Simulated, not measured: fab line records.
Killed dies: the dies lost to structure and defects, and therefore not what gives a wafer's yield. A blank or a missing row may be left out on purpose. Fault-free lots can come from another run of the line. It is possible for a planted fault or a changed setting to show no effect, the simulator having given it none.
Which of the tools did it?	flow gf180mcu	24 lots with 72 wafers sampled at 3 steps, on a route of 602 steps

== WHAT THE GAUGES READ, wafer by wafer ==
GF_HV_LDD_OVL_MEAS_47. Usual: HV_LDD_03_OVL -0.4 nm, standard deviation 1.1.
lot	measured	on	HV_LDD_03_OVL (nm)	flag
L074	day 12 02:52	overlay-01	0.7 2.2 -0.2	
L075	day 12 13:14	overlay-02	-0.7 0.8 -0.9	
L076	day 12 22:35	overlay-01	-1.2 1.6 -1.0	
L077	day 13 06:20	overlay-01	0.3 -0.4 -1.0	
L078	day 13 14:11	overlay-02	0.1 0.2 0.8	
L079	day 14 02:56	overlay-01	-0.7 0.1 1.3	
L080	day 14 04:50	overlay-01	0.3 -1.1 -1.0	
L081	day 14 16:50	overlay-02	-0.2 -0.5 -0.7	
L082	day 15 00:29	overlay-01	1.2 -0.5 0.1	
L083	day 15 10:11	overlay-02	-0.5 0.5 2.5	
L085	day 16 02:26	overlay-02	-1.4 -0.6 -1.9	
L084	day 16 03:43	overlay-02	-0.2 -0.1 -0.2	
L086	day 16 12:59	overlay-02	-0.4 1.6 -1.3	
L087	day 16 16:13	overlay-02	-0.1 0.5 0.1	
L088	day 17 00:46	overlay-01	0.9 0.9 0.0	
L089	day 17 14:11	overlay-01	0.0 0.3 -1.2	
L090	day 17 22:41	overlay-01	-0.9 -0.7 -1.0	
L091	day 18 10:47	overlay-01	-0.5 -2.2 -0.8	
L092	day 18 15:17	overlay-02	-1.0 -2.2 -1.3	
L093	day 18 19:50	overlay-02	-0.5 -2.8 -1.3	
L094	day 19 04:35	overlay-01	-1.6 -2.8 -0.9	
L095	day 19 13:41	overlay-01	-0.9 -1.2 -2.4	
L096	day 19 22:47	overlay-01	-1.3 -2.1 -1.3	
L097	day 20 08:47	overlay-02	1.3 1.8 -0.6	

GF_M1_THK_MEAS_06: measures by xrf. Usual: M1_ALCU_THK 455 nm, standard deviation 4.6.
lot	measured	on	M1_ALCU_THK (nm)	flag
L074	day 15 21:27	film metro-04	462 459 459	
L075	day 16 08:04	film metro-03	451 452 451	
L076	day 16 18:30	film metro-03	446 449 444	
L077	day 17 02:38	film metro-02	462 467 461	
L078	day 17 12:59	film metro-04	457 450 452	
L079	day 18 02:28	film metro-04	457 460 459	
L080	day 18 05:04	film metro-02	454 454 458	
L081	day 18 17:34	film metro-04	461 458 455	
L082	day 19 02:35	film metro-04	454 452 458	
L083	day 19 14:55	film metro-03	455 455 456	
L085	day 20 08:02	film metro-03	449 455 446	
L084	day 20 09:46	film metro-04	451 459 450	
L086	day 20 20:16	film metro-03	445 450 445	
L087	day 20 23:54	film metro-03	452 452 452	
L088	day 21 06:30	film metro-02	457 455 454	
L089	day 21 21:48	film metro-04	456 452 455	
L090	day 22 04:44	film metro-02	456 457 453	
L091	day 22 18:01	film metro-04	459 451 456	
L092	day 22 23:53	film metro-03	451 456 454	
L093	day 23 02:35	film metro-04	457 452 457	
L094	day 23 10:54	film metro-02	452 449 453	
L095	day 23 20:08	film metro-02	457 463 459	
L096	day 24 03:28	film metro-02	454 449 451	
L097	day 24 12:42	film metro-04	451 450 454	

GF_V4_BOW_MEAS_05. Usual: V4_BOW 134 um, standard deviation 9.3.
lot	measured	on	V4_BOW (um)	flag
L074	day 23 05:04	film metro-02	113 120 99	
L075	day 23 16:22	film metro-01	156 144 146	
L076	day 24 03:12	film metro-04	135 131 132	
L077	day 24 09:04	film metro-01	141 141 133	
L078	day 24 21:30	film metro-04	136 139 137	
L079	day 25 07:04	film metro-02	134 135 126	
L080	day 25 11:02	film metro-04	131 151 145	
L081	day 25 23:17	film metro-04	126 126 123	
L082	day 26 03:45	film metro-02	134 128 137	
L083	day 26 16:08	film metro-02	120 132 133	
L085	day 27 07:01	film metro-02	131 140 134	
L084	day 27 08:37	film metro-01	132 135 118	
L086	day 27 17:37	film metro-01	139 133 137	
L087	day 27 19:59	film metro-02	149 139 133	
L088	day 28 01:25	film metro-01	126 137 135	
L089	day 28 15:42	film metro-01	137 132 133	
L090	day 28 21:39	film metro-01	148 134 141	
L091	day 29 06:05	film metro-04	146 148 144	
L092	day 29 12:55	film metro-01	140 137 130	
L093	day 29 13:26	film metro-02	126 141 137	
L094	day 29 21:11	film metro-01	137 133 137	
L095	day 30 04:24	film metro-01	136 130 139	
L096	day 30 11:42	film metro-02	124 131 126	
L097	day 30 18:26	film metro-04	130 135 124	

== WHAT TOOL EACH LOT RAN ON (gives the tool, then ch and the chambers of the sampled wafers, and finally the start) ==
There is no process step in the record ahead of these readings.

== WHAT THE TOOLS THEMSELVES READ (means of the sampled wafers that have a number; where no wafer has one, the mark that the record gives instead) ==
The record holds no such reading with a usual standard deviation.

== THE ANSWER, worked out from the rows above alone ==
Rule: take the mean of a lot's wafers that have a number; if it is more than 3 standard deviations from the usual mean, the lot is off. Also off: a lot with no number at a reading for which 4 or more lots have one. Where the step has rows for the other lots, those lots are counted as sound. Order of review: gauges by route order, followed by the tools' own readings, for which a lot's mean as printed above is used. At the first step where some lot is off, the reading lying furthest off is the one used; lots without a number count as furthest.
Across all readings shown, no lot is off: no conclusion can be drawn from this.

== WHAT HAD BEEN PUT IN BY THE SIMULATOR ==
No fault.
